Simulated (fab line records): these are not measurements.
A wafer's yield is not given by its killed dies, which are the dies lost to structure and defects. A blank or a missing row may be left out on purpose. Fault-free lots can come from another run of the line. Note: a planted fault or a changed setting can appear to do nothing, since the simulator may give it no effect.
2 desks, one fault -- flow gf180mcu -- every desk sees just its own numbers, and what lay behind them comes last

## DESK OF THE TOOL OWNER: implanter-03
For each lot that ran on this tool, the mean over its sampled wafers that have a number, from the tool's own readings at GF_HV_LDD_IMPLANT_35. The brackets show how far a lot's mean lies from the usual mean; more than 4 standard deviations puts the lot out of limits, marked OUT.
Columns: A = dose_ions_cm2 at GF_HV_LDD_IMPLANT_35, usual 7.498e+12; B = rotation_deg at GF_HV_LDD_IMPLANT_35, usual 180.00 degrees
lot,first seen here,A,B
L512,day 14 20:34,7.493e+12,251.88 (+99 or more) OUT
L514,day 15 15:49,7.496e+12,251.85 (+99 or more) OUT
L525,day 19 08:38,7.493e+12,180.06
This desk's verdict: out of limits on L512, L514, starting with L512 at day 14 20:34 (rotation_deg at GF_HV_LDD_IMPLANT_35). L525: within limits.

## FROM THE METROLOGY DESK
What the gauges read, lot by lot, whatever tool the lot ran on: means of the sampled wafers that have a number. The brackets show how far a lot's mean lies from the usual mean; more than 4 standard deviations puts the lot out of limits, marked OUT.
Columns: A = CONTACT_BOW at GF_CONTACT_BOW_MEAS_05, usual 65 um
lot,first seen here,A
L502,day 15 12:37,61
L503,day 15 16:41,65
L504,day 16 04:06,68
L509,day 17 15:52,74
L512,day 18 20:40,67
L513,day 19 08:37,64
L514,day 19 17:46,69
L516,day 20 23:56,68
L520,day 22 02:29,69
L521,day 22 10:16,70
L523,day 22 14:07,65
L522,day 22 17:36,67
L524,day 23 05:10,62
L525,day 23 13:44,66
Finding of this desk: none of the 14 lots has anything out of limits.

## BROUGHT TOGETHER
An alarm could have come from the tool owner's desk at day 14 20:34, on L512, L514.
The metrology desk saw nothing out of limits.
The metrology desk has L512, L514 on record, within its limits.
Of the lots named, all ran GF_HV_LDD_IMPLANT_35 on implanter-03.

## WHAT THE SIMULATOR HAD PUT IN
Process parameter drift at GF_HV_LDD_IMPLANT_35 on implanter-03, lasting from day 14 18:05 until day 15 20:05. From 180, the setting rotation_deg moved by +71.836. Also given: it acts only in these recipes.
Struck lots among those shown: L512, L514.
Hours from the fault's start to each desk's first reading out of limits: the tool owner's desk, 2.
